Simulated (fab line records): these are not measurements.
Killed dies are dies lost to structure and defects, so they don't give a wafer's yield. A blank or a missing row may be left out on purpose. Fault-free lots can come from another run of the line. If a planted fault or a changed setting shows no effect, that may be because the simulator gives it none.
A struck lot beside a sound one | flow sky130 | 15 steps out of a route of 708
Sound: wafers L802.1, L802.2, L802.4. Wafers struck: L809.2, L809.3, L809.4. The cause is named last.
At each step with rows: each side's tool, then ch and its chambers, then its first start. Under that, the readings that differ: sound wafers | struck wafers | difference of the means | sigmas: that difference in standard deviations of wafers without a fault.
alike: readings whose means differ by less than 2 such deviations, and words and numbers that are the same on both sides. not compared: withheld readings, readings that some wafer has no value for, bounds like >300 that may hide the same value, and numbers for which the record gives no deviation and whose values overlap.
The two part at a step that has a row with sigmas, a row that says differs or no value, or rows on one side only. Non-overlapping numbers with no deviation appear without sigmas and do not part them. Lack of a reading on every wafer of one side parts them only where that side has two or more wafers.

first, 5 steps without rows for these wafers: SKY_SONOS_TUNNEL_COAT_02 (resist thk 1140 nm); SKY_SONOS_TUNNEL_SOFTBAKE_03 (time 60 s); SKY_SONOS_TUNNEL_EXPOSE_04 (exposes mask TUNM, target cd 410 nm); SKY_SONOS_TUNNEL_PEB_05; SKY_SONOS_TUNNEL_DEVELOP_06 (develop time 60 s).
SKY_SONOS_TUNNEL_CD_MEAS_07: target cd 410 nm.
  sound on cdSem-01 at day 12 08:59; struck on cdSem-01 at day 14 18:44
reading   | sound             | struck            | difference | sigmas
cdNm (nm) | 411.8 412.6 409.9 | 403.4 405.7 404.4 | -6.9       | -3
SKY_SONOS_TUNNEL_OVL_MEAS_08:
  sound on overlay-01 at day 12 09:06; struck on overlay-02 at day 14 18:50
  alike: SONOS_TUNNEL_OVL
then, 3 steps without rows for these wafers: SKY_SONOS_TUNNEL_IMPLANT_09; SKY_SONOS_TUNNEL_WET_ETCH_10 (etches SiO2 in dHF, target depth 14 nm, time 280 s); SKY_SONOS_TUNNEL_STRIP_11 (strips in SPM, time 600 s).
SKY_SONOS_TUNNEL_TW_MEAS_12:
  sound on filmMetro-01 at day 12 09:34; struck on filmMetro-04 at day 14 19:17
  alike: SONOS_TUNNEL_TW
then, 1 step without rows for these wafers: SKY_SONOS_TUNNEL_CLEAN_13 (cleans in dHF, time 20 s).
SKY_SONOS_ONO_OXIDATION_00: stabilise 600 s, purge 300 s, target thk 2.6 nm.
  sound on furnace-01 ch 0, day 12 09:38; struck on furnace-02 ch 0, day 14 23:57
reading                                         | sound             | struck               | difference | sigmas
spikeTcBottomC (C)                              | 825.1 823.6 823.5 | 846.7 845.1 844.8    | +21.5      | +9
spikeTcCentreC (C)                              | 799.9 799.8 799.6 | 823.7 825.8 823.9    | +24.7      | +15
spikeTcLowerC (C)                               | 800.3 802.1 800.7 | 826.3 827.7 825.8    | +25.6      | +23
spikeTcTopC (C)                                 | 811.7 813.0 812.2 | 833.4 832.8 829.2    | +19.5      | +6
spikeTcUpperC (C)                               | 801.5 805.1 804.9 | 827.5 825.5 826.2    | +22.6      | +13
tubeCenterTempC (C)                             | 800.11 800 800.02 | 826.56 826.58 826.57 | +26.53     | +99 or more
tube_center_temp_C_max                          | 802.4 801.8 802.1 | 828.4 828.4 828.8    | +26.4      | +73
zonePowerCentrePct (%)                          | 14.83 14.99 15.23 | 16.97 16.69 16.66    | +1.76      | +6
model.SiO2_of_SONOS_ONO_OXIDATION_00.thkNm (nm) | 2.528 2.603 2.524 | 3.784 3.783 3.8      | +1.237     | 
  alike: rampDownCPerMin, rampUpCPerMin
SKY_SONOS_ONO_THK_MEAS_01:
  sound on filmMetro-04 at day 12 10:59; struck on filmMetro-01 at day 15 01:32
reading                      | sound          | struck         | difference | sigmas
SONOS_ONO_OXIDATION_THK (nm) | 2.50 2.65 2.55 | 3.78 3.79 3.75 | +1.21      | +23
  not compared: hold
-- a jump in the record: the struck wafers' starts before and after are 34 days apart (it breaks off in module SONOS_ONO and resumes in module PAD_OPEN, where the first step shown is number 708 of the route) --
SKY_PAD_OPEN_PROBE_99:
  sound on prober-01 at day 46 18:50; struck on prober-02 at day 48 14:40
reading                                 | sound                | struck                  | difference | sigmas
model.etest.sonosErased.driveUaUm       | 171.1 187.2 203.9    | 23.73 21.32 22.87       | -164.76    | 
model.etest.sonosUncharged.rOnOhmUm     | 822.2 826.2 801      | 835.4 856.1 834.8       | +25.6      | 
model.etest.sonosProgrammed.offLog10AUm | -14.02 -13.93 -13.98 | -9.913 -11.03 -9.394    | +3.864     | 
model.etest.sonosErased.vtV (V)         | -2.274 -2.24 -2.319  | -0.4395 -0.4103 -0.4253 | +1.8526    | 
model.etest.capOno.gateLog10ACm2        | -8 -8.012 -7.939     | -9.144 -9.186 -9.169    | -1.183     | 
model.etest.capOno.toxAccNm (nm)        | 12.96 12.98 12.87    | 13.8 13.89 13.84        | +0.9       | 
model.etest.sonosProgrammed.vtV (V)     | 1.444 1.42 1.472     | 0.5994 0.6704 0.539     | -0.8424    | 
  alike: killed_at_M0_to_M3, killed_at_M4_up, killedAtContacts, killedAtFrontEnd, killedAtOther, killedDies, killedOpen, killedShort
  not compared: model.etest.capOno.gateBvV

WHERE THEY PART
Earliest at SKY_SONOS_TUNNEL_CD_MEAS_07; latest, in this record, at SKY_SONOS_ONO_THK_MEAS_01. Later steps at which nothing parts them and some readings are alike: SKY_PAD_OPEN_PROBE_99.

WHY: the cause the simulator had injected
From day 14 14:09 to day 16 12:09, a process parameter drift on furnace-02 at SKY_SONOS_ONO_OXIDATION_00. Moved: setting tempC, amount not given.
